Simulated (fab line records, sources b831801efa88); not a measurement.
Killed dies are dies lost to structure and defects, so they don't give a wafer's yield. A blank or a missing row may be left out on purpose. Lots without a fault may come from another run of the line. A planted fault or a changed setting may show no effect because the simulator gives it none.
Chamber matching | flow sky130 | SKY_VIA4_CMP_21 on cmp-02: 4 sister chambers
The step polishes, stops on SiO2, t overpolish 25 s, target thk 0 nm. 8 wafers are shown with their chamber, then 12 later ones without.

WAFERS WITH THEIR CHAMBER
wafer  | chamber | motor_current_A (A) | time_to_endpoint_s (s)
L084.6 | 3       | 10.4                | 119
L087.5 | 1       | 12.4                | 124
L087.1 | 0       | 9.4                 | 126
L087.2 | 3       | 10.3                | 120
L087.3 | 2       | 10.0                | 124
L090.1 | 2       | 10.2                | 123
L090.2 | 1       | 12.2                | 123
L090.5 | 0       | 9.6                 | 122

WAFERS WITHOUT THEIR CHAMBER
wafer  | motor_current_A (A) | time_to_endpoint_s (s)
L091.4 | 10.8                | 121
L091.5 | 9.6                 | 125
L091.6 | 10.5                | 124
L091.1 | 8.9                 | 125
L091.2 | 13.0                | 123
L091.3 | 9.7                 | 123
L094.2 | 10.3                | 124
L094.3 | 9.8                 | 123
L094.4 | 9.7                 | 121
L097.1 | 10.5                | 121
L097.5 | 10.5                | 122
L097.6 | 9.9                 | 123

WHICH CHAMBER EACH WENT THROUGH
wafer  | from the rows above     | in truth
L091.4 | 3                       | 3
L091.5 | 0                       | 0
L091.6 | can't be placed: 3 or 2 | 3
L091.1 | 0                       | 0
L091.2 | 1                       | 1
L091.3 | can't be placed: 0 or 2 | 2
L094.2 | can't be placed: 2 or 3 | 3
L094.3 | can't be placed: 2 or 0 | 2
L094.4 | can't be placed: 0 or 2 | 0
L097.1 | 3                       | 3
L097.5 | can't be placed: 3 or 2 | 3
L097.6 | can't be placed: 2 or 0 | 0
Placed correctly: 5 of 12. Can't be placed from these rows: 7 (the true chamber is among the candidates in 7). Placed wrongly: 0.
How it was worked out, from the rows above alone: a wafer's distance from a chamber is the root of the sum, over the readings, of the square of ((its reading less the chamber's mean) divided by the reading's scatter). The wafer belongs to the nearest chamber; if the next one is less than 2 further off, it can't be placed. A chamber's mean is the mean of its shown wafers. The scatter: the root of (the sum of the squares of (reading less its chamber's mean) over the shown wafers, divided by (wafers less chambers)).
